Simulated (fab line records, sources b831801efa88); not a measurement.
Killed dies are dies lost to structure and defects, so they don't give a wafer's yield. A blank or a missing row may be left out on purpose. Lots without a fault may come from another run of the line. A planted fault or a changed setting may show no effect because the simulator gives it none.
Which tool did it? | flow sfq_line | 14 lots, 42 wafers sampled, at 3 steps of a route of 325

WHAT THE GAUGES READ, wafer by wafer
SFQ_INCOMING_BOW_MEAS_900.
lot  | measured    | on            | INCOMING_BOW (um)
L410 | day 1 10:00 | film_metro-01 | -4 11 -2
L412 | day 1 20:00 | film_metro-02 | 10 2 -1
L414 | day 2 06:02 | film_metro-02 | -1 0 -2
L415 | day 2 11:00 | film_metro-03 | -5 -9 -2
L417 | day 2 21:02 | film_metro-03 | 1 -7 -7
L423 | day 4 03:02 | film_metro-01 | 2 -12 0
L424 | day 4 08:00 | film_metro-01 | -4 0 -25
L425 | day 4 13:01 | film_metro-03 | 5 2 -1
L426 | day 4 18:02 | film_metro-01 | -2 2 -9
L427 | day 4 23:02 | film_metro-03 | -2 2 -2
L428 | day 5 04:00 | film_metro-01 | 11 0 -15
L430 | day 5 14:02 | film_metro-02 | 13 9 3
L432 | day 6 00:00 | film_metro-01 | -11 1 2
L433 | day 6 05:00 | film_metro-02 | -4 -10 5

SFQ_L0V_OVL_MEAS_903.
lot  | measured     | on         | L0V_OVL (nm)
L410 | day 9 04:38  | overlay-01 | 1 1 -6
L412 | day 9 15:26  | overlay-02 | 0 2 -2
L414 | day 10 02:23 | overlay-01 | -7 -5 -3
L415 | day 10 14:22 | overlay-01 | -7 0 -9
L417 | day 11 13:11 | overlay-01 | 6 8 6
L423 | day 13 01:47 | overlay-01 | -2 3 -2
L424 | day 13 10:11 | overlay-01 | -5 -2 -3
L425 | day 13 20:59 | overlay-01 | -14 -11 -16
L426 | day 14 06:35 | overlay-02 | 1 1 -4
L427 | day 14 15:27 | overlay-02 | 8 13 9
L428 | day 14 19:02 | overlay-02 | -8 -10 -8
L430 | day 15 08:15 | overlay-02 | 9 6 8
L432 | day 15 17:50 | overlay-01 | 5 1 -1
L433 | day 15 23:58 | overlay-01 | -3 -1 -4

SFQ_M0_RS_MEAS_904: measures by four-point-probe.
lot  | measured     | on            | M0_NB_RS (ohm/sq)
L410 | day 9 05:40  | film_metro-02 | 0.895 0.899 0.890
L412 | day 9 16:28  | film_metro-02 | 0.891 0.899 0.894
L414 | day 10 03:25 | film_metro-04 | 0.900 0.892 0.894
L415 | day 10 15:26 | film_metro-02 | 0.893 0.893 0.892
L417 | day 11 14:49 | film_metro-04 | 0.882 0.875 0.889
L423 | day 13 02:51 | film_metro-04 | 0.888 0.899 0.893
L424 | day 13 11:13 | film_metro-04 | 0.888 0.877 0.876
L425 | day 13 22:02 | film_metro-01 | 0.902 0.918 0.901
L426 | day 14 07:39 | film_metro-01 | 0.894 0.891 0.893
L427 | day 14 16:30 | film_metro-02 | 0.880 0.878 0.884
L428 | day 14 20:04 | film_metro-04 | 0.897 0.899 0.897
L430 | day 15 09:28 | film_metro-02 | 0.886 0.887 0.886
L432 | day 15 18:52 | film_metro-02 | 0.897 0.902 0.892
L433 | day 16 00:59 | film_metro-02 | 0.885 0.893 0.887

WHICH TOOL RAN EACH LOT (tool, then ch and the chambers of the sampled wafers, then the start)
The record holds no process step before these readings.

WHAT THE TOOLS THEMSELVES READ (means of the sampled wafers that have a number; where no wafer has one, the mark that the record gives instead)
The record holds no such reading with a usual standard deviation.

THE ANSWER, worked out from the rows above alone
Rule: what is usual is taken from the lots themselves. Put in order of their means at a reading, lots are off if they are a third of the lots or fewer, leave a main group of 4 or more, and stand apart from it by a gap of 3 or more times the standard deviation of the main group's means; of several such gaps the widest counts. A main group whose means are all the same, to the digits that the tables above print for the reading, isn't used. A lot without any number at a reading at which 4 lots or more have one is off too. The other lots that the step has rows for count as sound. The gauges are gone through in route order, then the tools' own readings, and for those a lot's mean is taken as printed above. The first step at which some lot is off is used, and at that step the reading that is off furthest; a lot without a number counts as furthest.
No lot is off at any reading shown: from this, nothing can be told.

WHAT THE SIMULATOR HAD PUT IN
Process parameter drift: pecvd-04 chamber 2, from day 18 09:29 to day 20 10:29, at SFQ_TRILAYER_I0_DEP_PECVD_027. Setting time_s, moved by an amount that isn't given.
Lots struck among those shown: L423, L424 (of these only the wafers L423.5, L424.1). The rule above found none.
